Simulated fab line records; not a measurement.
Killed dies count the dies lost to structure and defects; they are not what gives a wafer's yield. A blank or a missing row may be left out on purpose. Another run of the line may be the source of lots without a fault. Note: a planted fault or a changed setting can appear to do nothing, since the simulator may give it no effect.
Which tool is to blame? ; flow sky130 ; 18 wafers from 6 lots sampled at 3 of the route's 708 steps

WHAT EACH GAUGE READ, for each wafer
SKY_VT_ADJUST_NCORE_CD_MEAS_07: the cd target is 380 nm.
lot;measured;on;cd-nm (nm)
L695;day 9 17:30;cd-sem-02;379.8 378.3 377.2
L696;day 9 19:20;cd-sem-01;376.3 376.1 374.1
L702;day 10 20:35;cd-sem-02;382.1 381.2 383.9
L705;day 11 21:42;cd-sem-01;254.6 255.6 257.6
L710;day 13 14:11;cd-sem-01;381.1 383.2 381.5
L716;day 15 04:41;cd-sem-01;381.4 382.7 381.1

EACH LOT AND THE TOOL THAT RAN IT (in order: tool; ch and the chambers of the sampled wafers; start)
lot;SKY_VT_ADJUST_LVTN_STRIP_20;SKY_VT_ADJUST_NCORE_DEVELOP_06
L695;plasma-asher-03 ch 0,1, day 8 20:01;litho-track-01 ch 0, day 9 17:21
L696;plasma-asher-03 ch 0,1, day 8 21:19;litho-track-01 ch 0, day 9 19:11
L702;plasma-asher-02 ch 0,1, day 9 21:55;litho-track-04 ch 0, day 10 20:26
L705;plasma-asher-02 ch 0,1, day 10 21:55;litho-track-01 ch 0, day 11 21:33
L710;plasma-asher-01 ch 0,1, day 12 12:28;litho-track-04 ch 0, day 13 14:02
L716;plasma-asher-03 ch 0,1, day 14 01:34;litho-track-02 ch 0, day 15 04:32
- SKY_VT_ADJUST_LVTN_STRIP_20: strips in O2/N2.
- SKY_VT_ADJUST_NCORE_DEVELOP_06: develop time 60 s.

THE ANSWER, worked out from the rows above alone
Rule: the lots themselves supply what counts as usual. Put in order of their means at a reading, lots are off if they are a third of the lots or fewer, leave a main group of 4 or more, and stand apart from it by a gap of 3 or more times the standard deviation of the main group's means; of several such gaps the widest counts. A main group is skipped when, at the precision printed for the reading in the tables above, its means are all equal. Also off: a lot with no number at a reading for which 4 or more lots have one. The other lots that the step has rows for count as sound.
Off at SKY_VT_ADJUST_NCORE_CD_MEAS_07 (cd-nm): L705. Mean 380.0 nm and standard deviation 2.7 in the main group.
A tool fits if, at a process step before that reading, it ran every lot that is off, and no sound lot after the first of them. The gauges at SKY_VT_ADJUST_NCORE_CD_MEAS_07 are tried like those tools. This does not decide it: 2 tools fit, namely plasma-asher-02 at SKY_VT_ADJUST_LVTN_STRIP_20 and litho-track-01 at SKY_VT_ADJUST_NCORE_DEVELOP_06.

WHAT HAD BEEN PUT IN BY THE SIMULATOR
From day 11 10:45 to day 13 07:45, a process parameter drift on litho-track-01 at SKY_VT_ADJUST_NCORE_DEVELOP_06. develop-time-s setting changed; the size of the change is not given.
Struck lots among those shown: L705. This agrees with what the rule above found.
